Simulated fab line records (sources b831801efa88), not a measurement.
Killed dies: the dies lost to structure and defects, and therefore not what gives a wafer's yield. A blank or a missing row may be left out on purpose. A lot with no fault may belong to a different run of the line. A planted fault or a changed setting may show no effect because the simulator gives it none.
Matching of chambers -- flow sky130 -- SKY_VIA4_CMP_21 on cmp-01: 4 sister chambers
The step polishes, stops on SiO2, t overpolish 25 s, target thk 0 nm. 8 wafers are shown with their chamber, then 7 later ones without.

## WAFERS, EACH WITH ITS CHAMBER
wafer,chamber,motor-current-A (A),time-to-endpoint-s (s)
L389.3,0,12.1,123
L390.6,2,8.3,123
L393.3,3,10.4,121
L398.2,2,8.4,108
L398.3,0,11.9,110
L398.4,1,12.1,118
L399.3,1,11.9,115
L399.5,3,11.5,111

## WAFERS WITHOUT THEIR CHAMBER
wafer,motor-current-A (A),time-to-endpoint-s (s)
L399.6,8.2,124
L401.1,10.6,116
L401.2,8.2,119
L401.4,10.7,118
L403.2,11.9,115
L403.4,11.4,117
L403.6,10.9,120

## WHICH CHAMBER EACH ONE RAN IN
wafer,from the rows above,in truth
L399.6,2,2
L401.1,3,3
L401.2,2,2
L401.4,3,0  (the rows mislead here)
L403.2,can't be placed: 0 or 1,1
L403.4,can't be placed: 3 or 0 or 1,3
L403.6,3,3
Correctly placed: 4 of 7. Cannot be placed on the basis of these rows: 2; the candidates contain the true chamber in 2. Placed wrongly: 1.
How it was worked out, from the rows above alone: a wafer's distance from a chamber is the root of the sum, over the readings, of the square of ((its reading less the chamber's mean) divided by the reading's scatter). The wafer belongs to the nearest chamber; if the next one is less than 2 further off, it can't be placed. The mean given for a chamber averages the wafers shown for that chamber. The scatter: the root of (the sum of the squares of (reading less its chamber's mean) over the shown wafers, divided by (wafers less chambers)).
